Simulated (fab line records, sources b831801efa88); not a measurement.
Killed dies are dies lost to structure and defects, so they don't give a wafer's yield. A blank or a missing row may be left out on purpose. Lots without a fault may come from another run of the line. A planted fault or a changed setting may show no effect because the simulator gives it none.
One fault seen from 2 desks | flow sky130 | each desk has only its own numbers; what lay behind them comes last

THE METROLOGY DESK
What the gauges read, lot by lot, whatever tool the lot ran on: means of the sampled wafers that have a number. A lot is out of limits, marked OUT, if its mean lies more than 4 standard deviations from the usual mean; the brackets give that distance.
Columns: A = cd_nm at SKY_POLY_CUT_CD_MEAS_08, usual 269.6 nm
lot  | first seen here | A
L454 | day 25 09:02    | 271.1
L455 | day 25 12:44    | 270.8
L456 | day 25 21:01    | 270.1
L459 | day 26 21:22    | 269.8
L460 | day 27 04:34    | 269.9
L461 | day 28 02:22    | 270.1
L462 | day 28 03:20    | 269.3
L463 | day 28 08:34    | 269.6
L465 | day 29 08:37    | 270.4
L467 | day 29 19:25    | 272.1
L469 | day 30 12:19    | 268.6
L472 | day 30 23:52    | 269.0
L473 | day 31 17:36    | 270.9
This desk's finding: nothing out of limits on any of the 13 lots.

THE TOOL OWNER'S DESK: implanter-01
The tool's own readings at SKY_LDD_P_IMPLANT_09: means of the sampled wafers that have a number, for each lot that ran on this tool. A lot is out of limits, marked OUT, if its mean lies more than 4 standard deviations from the usual mean; the brackets give that distance.
Columns: A = dose_ions_cm2 at SKY_LDD_P_IMPLANT_09, usual 9.997e+12
lot  | first seen here | A
L456 | day 20 15:34    | 9.995e+12
L467 | day 24 18:06    | 9.987e+12
L469 | day 25 11:54    | 9.997e+12
L472 | day 26 01:15    | 1.040e+13 (+40) OUT
L473 | day 26 16:43    | 1.039e+13 (+39) OUT
This desk's finding: out of limits on L472, L473; first on L472, day 26 01:15 (dose_ions_cm2 at SKY_LDD_P_IMPLANT_09). In limits: L456, L467, L469.

PUT TOGETHER
The tool owner's desk could have raised an alarm at day 26 01:15, on L472, L473.
The metrology desk saw nothing out of limits.
The metrology desk has L472, L473 on record, within its limits.
Of the lots named, all ran SKY_LDD_P_IMPLANT_09 on implanter-01.

WHAT THE SIMULATOR HAD PUT IN
Process parameter drift: implanter-01, from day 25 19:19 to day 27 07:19, at SKY_LDD_P_IMPLANT_09. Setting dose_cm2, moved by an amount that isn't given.
Lots struck among those shown: L472, L473.
Hours from the fault's start to each desk's first reading out of limits: the tool owner's desk, 6.
